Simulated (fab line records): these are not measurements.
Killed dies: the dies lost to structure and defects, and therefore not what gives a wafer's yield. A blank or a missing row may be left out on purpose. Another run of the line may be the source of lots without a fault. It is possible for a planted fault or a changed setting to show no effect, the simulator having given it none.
The tool behind it: which one? | flow gf180mcu | 7 lots, 19 wafers sampled, at 3 steps of a route of 602

== WHAT EACH GAUGE READ, for each wafer ==
GF_MVSD_OVL_MEAS_07.
lot  | measured    | on         | MVSD_OVL (nm)
L829 | day 4 15:08 | overlay-02 | -0.7 0.1 -1.9
L831 | day 5 04:29 | overlay-01 | 0.3 -0.6 -0.1
L836 | day 6 10:11 | overlay-02 | 1.8 0.5
L839 | day 7 02:32 | overlay-01 | -1.7 -1.2
L846 | day 8 19:41 | overlay-02 | -1.5 -2.2 -2.9
L848 | day 9 07:53 | overlay-01 | -2.2 -2.1 -2.4
L850 | day 9 17:09 | overlay-01 | -2.7 -0.9 -0.7

== TOOL THAT RAN EACH LOT (tool first, then ch and the chambers of the sampled wafers, then the start) ==
lot  | GF_STI_ETCH_14                  | GF_STI_CMP_25
L829 | rie_si-01 ch 1,2,3, day 2 06:50 | cmp-01 ch 0,2, day 2 08:40
L831 | rie_si-02 ch 0,1,3, day 2 18:14 | cmp-02 ch 0,2,3, day 2 20:23
L836 | rie_si-01 ch 0,2, day 3 19:41   | cmp-02 ch 2,3, day 3 21:42
L839 | rie_si-02 ch 2, day 4 10:26     | cmp-02 ch 0,3, day 4 12:19
L846 | rie_si-01 ch 2,3, day 5 22:48   | cmp-01 ch 0,1, day 6 00:53
L848 | rie_si-02 ch 0,3, day 6 10:13   | cmp-01 ch 0,2,3, day 6 12:12
L850 | rie_si-01 ch 0,2,3, day 6 19:15 | cmp-01 ch 1,3, day 6 21:12
- GF_STI_ETCH_14: etches Si in HBr/Cl2/O2, target depth 360 nm, time 102.9 s.
- GF_STI_CMP_25: polishes, stops on Si3N4, t overpolish 33 s, target thk 524.6 nm.

== THE ANSWER, worked out from the rows above alone ==
Rule: the usual values come from the lots themselves. Put in order of their means at a reading, lots are off if they are a third of the lots or fewer, leave a main group of 4 or more, and stand apart from it by a gap of 3 or more times the standard deviation of the main group's means; of several such gaps the widest counts. Not used: any main group whose means are identical at the precision the tables above print for the reading. Also off: a lot with no number at a reading for which 4 or more lots have one. The other lots that the step has rows for count as sound.
None of the lots is off at any reading shown; this tells nothing.

== WHAT HAD BEEN PUT IN BY THE SIMULATOR ==
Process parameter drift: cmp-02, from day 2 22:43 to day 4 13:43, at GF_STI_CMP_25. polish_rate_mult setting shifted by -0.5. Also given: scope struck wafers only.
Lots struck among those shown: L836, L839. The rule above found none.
